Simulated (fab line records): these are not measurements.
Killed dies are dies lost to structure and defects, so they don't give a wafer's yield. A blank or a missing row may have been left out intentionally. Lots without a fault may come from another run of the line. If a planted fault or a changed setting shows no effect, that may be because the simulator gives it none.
A lot that was struck, set against a sound lot | flow sky130 | 16 out of 708 route steps
Sound: the wafers L274.4, L274.5, L274.6. Struck: wafers L295.1, L295.4. (L295.6 of the same lot was not struck and is left out.) The cause comes at the end.
Order at every step that has rows: each side's tool, ch and its chambers, its first start. Under that, the readings that differ: sound wafers | struck wafers | difference of the means | sigmas: that difference in standard deviations of wafers without a fault.
alike: readings with means less than 2 such deviations apart, plus words and numbers identical on both sides. not compared: withheld readings, readings lacking a value on some wafer, bounds such as >300 that could conceal the same value, and numbers that have no deviation in the record and whose values overlap.
The two part at a step that has a row with sigmas, a row that says differs or no value, or rows on one side only. Non-overlapping numbers with no deviation appear without sigmas and do not part them. Lack of a reading on every wafer of one side parts them only where that side has two or more wafers.

first, 2 steps without rows for these wafers: SKY_CONTACT_PEB_12; SKY_CONTACT_DEVELOP_13 (develop time 60 s).
SKY_CONTACT_CD_MEAS_14: the cd target is 170 nm.
  sound: cd sem-02 at day 32 16:46; struck: cd sem-01 at day 38 08:49
  alike: cd nm
SKY_CONTACT_OVL_MEAS_15:
  sound: overlay-01 at day 32 16:51; struck: overlay-01 at day 38 08:56
  alike: CONTACT_OVL
SKY_CONTACT_ETCH_16: etches BARC in N2/H2, stops on SiO2, time 45.9 s, target depth 60 nm.
  sound on rie diel-02 ch 0,1,2, day 32 16:53; struck on rie diel-01 ch 0,2, day 38 08:58
  reading                | sound | struck | difference                   | sigmas
  rf hours counter h (h) | - - - | 11 10  | no value on the sound wafers |
  alike: chamber pressure mTorr, drypump motor current A, oes product au, throttle valve pct
SKY_CONTACT_ETCH_17: etches SiO2 in C4F8/O2/Ar, stops on Si3N4, target depth 340 nm.
  sound on rie diel-02 ch 0,1,2, day 32 16:56; struck on rie diel-01 ch 0,2, day 38 09:01
  alike: chamber pressure mTorr, oes product au
SKY_CONTACT_ETCH_18: etches Si3N4 in CHF3/O2, stops on TiN, time 39 s, target depth 75 nm.
  sound on rie diel-02 ch 0,1,2; struck on rie diel-01 ch 0,2
  reading                | sound | struck | difference                   | sigmas
  rf hours counter h (h) | - - - | 11 10  | no value on the sound wafers |
  alike: chamber pressure mTorr, drypump motor current A, oes product au, throttle valve pct
SKY_CONTACT_STRIP_19: strips in O2/N2.
  sound on plasma asher-01 ch 0,1, day 32 17:02; struck on plasma asher-02 ch 0,1, day 38 09:06
  alike: chamber pressure mTorr, drypump motor current A, oes product au, strip time to endpoint s
  not compared: rf hours counter h
then, 4 steps without rows for these wafers: SKY_CONTACT_STRIP_20 (strips in post etch residue remover, time 1200 s); SKY_CONTACT_CLEAN_21 (cleans in IPA, time 180 s); SKY_CONTACT_CLEAN_22 (cleans in O3/DIW); SKY_CONTACT_SPUTTER_23 (material TiN, target thk 20 nm, time 80 s).
SKY_CONTACT_CVD_24: deposits W, target thk 340 nm, time 102.12 s.
  sound on cvd w-01 ch 0,1, day 32 17:42; struck on cvd w-01 ch 0, day 38 09:48
  reading                               | sound             | struck      | difference | sigmas
  model.W_of_CONTACT_CVD_24.thk nm (nm) | 350.6 352.1 335.2 | 313.2 307.6 | -35.6      |
  alike: heater power w
SKY_CONTACT_RS_MEAS_25: a four-point-probe measurement.
  sound: film metro-03 at day 32 17:50; struck: film metro-02 at day 38 09:55
  reading               | sound             | struck      | difference | sigmas
  CONTACT_W_RS (ohm/sq) | 0.327 0.327 0.343 | 0.368 0.374 | +0.039     | +5
SKY_CONTACT_THK_MEAS_26: measures by xrf.
  sound: film metro-03 at day 32 17:55; struck: film metro-02 at day 38 10:02
  reading            | sound       | struck  | difference | sigmas
  CONTACT_W_THK (nm) | 360 361 344 | 312 307 | -46        | -5
SKY_CONTACT_CMP_27: polishes, stops on SiO2, t overpolish 15 s, target thk 0 nm.
  sound on cmp-02 ch 1,2,3, day 32 18:03; struck on cmp-02 ch 0,2, day 38 10:05
  alike: motor current A, retaining ring pressure frac

## WHERE THEY PART
At SKY_CONTACT_ETCH_16 first; at SKY_CONTACT_THK_MEAS_26 last (within this record only). Later steps at which nothing parts them and some readings are alike: SKY_CONTACT_CMP_27.

WHY: whatever the simulator had introduced
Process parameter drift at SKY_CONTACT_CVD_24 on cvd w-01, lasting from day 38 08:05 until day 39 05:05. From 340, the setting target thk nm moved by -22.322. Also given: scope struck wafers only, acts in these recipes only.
